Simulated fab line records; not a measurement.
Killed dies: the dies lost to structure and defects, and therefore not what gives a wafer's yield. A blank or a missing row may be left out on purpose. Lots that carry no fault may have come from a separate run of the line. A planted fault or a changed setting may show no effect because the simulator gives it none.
Problem report in the 8D (eight disciplines) form, filled by code | flow gf180mcu | the parts of the form that need people (team, actions taken, sign-off) are left out

== 1. THE PROBLEM ==
Mean of n2-flow-sccm at GF_HV_LDD_STRIP_49: 360.4 sccm across 2 wafers in 2 lots; on wafers with no fault it is 300.2 sccm (standard deviation 0.82). Measured from the usual mean, that is +73 standard deviations.
The step: strips in O2/N2.
Earliest sighting: wafer L652.4 on plasma-asher-01 at day 16 01:30. Wafers with a number at this step in the record: 39, from 13 lots. Rule for "out", or "out of limits": more than 4 standard deviations from the usual mean. The rest of the wafers with a number are treated as sound.

== 2. WHAT IT IS, WHAT IT ISN'T ==
question                    | is                | is not
which readings at this step | n2-flow-sccm      | drypump-motor-current-A, heater-power-w, oes-product-au, strip-time-to-endpoint-s
which lots                  | L652, L654        | L643, L644, L645, L647, L648, L656, L658, L661, L663, L664, L665
which wafers of those lots  | L652.4, L654.3    | L652.1, L652.3, L654.1, L654.5
read on which tools         | plasma-asher-01   | plasma-asher-03, plasma-asher-04
when                        | from day 16 01:30 | up to then (17 sound wafers); but 20 sound wafers of L654, L656, L658, L661, L663, L664, L665 came after

== 3. THE SUSPECTS, EACH WITH WHAT RULES IT OUT ==
Counting: a tool at a process step up to the reading stays a suspect if it ran every lot that is out. Sound lots after the first of them don't rule it out here, since some wafers of a struck lot are sound.
- plasma-asher-01 at GF_HV_LDD_STRIP_49 (strips in O2/N2): kept. It ran every lot that is out, first L652 (day 16 01:30); its last sound lot up to then is L648 (day 14 12:52). On those wafers its own readings are out: n2-flow-sccm.
- Within plasma-asher-01 at GF_HV_LDD_STRIP_49: the wafers that are out ran in chamber 0; their sound lot-mates ran in chamber 1.
Left after counting: plasma-asher-01 at GF_HV_LDD_STRIP_49.

== 4. THE CAUSE (what the simulator had put in) ==
plasma-asher-01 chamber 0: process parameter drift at GF_HV_LDD_STRIP_49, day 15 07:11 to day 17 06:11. Setting n2-flow-sccm shifted by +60 from 300. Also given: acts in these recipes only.
This tool alone remained once counting was done.

== 5. THE EFFECT CHAIN, in route order ==
Each row: a reading whose mean over the struck wafers that have a number lies more than 3 standard deviations from the usual. Scope: only readings with a usual standard deviation given in the record; hours: median across lots of the time from each lot's start at the first step in this table that gives one to its start at this step; sigmas: change in usual standard deviations.
hours | step               | reading      | usual      | on struck wafers | change | sigmas
0     | GF_HV_LDD_STRIP_49 | n2-flow-sccm | 300.2 sccm | 360.4            | +60.2  | +73
Its process steps:
- GF_HV_LDD_STRIP_49: strips in O2/N2.
At these later measuring or inspecting steps, every struck wafer for which the step has a row has a number for every such reading, and none has moved that far: GF_V1_OVL_MEAS_15.

== 6. HOW IT WOULD HAVE BEEN CAUGHT EARLIER ==
The fault began at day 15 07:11; the first out-of-limits reading in this record came at day 16 01:30, 18 hours later.
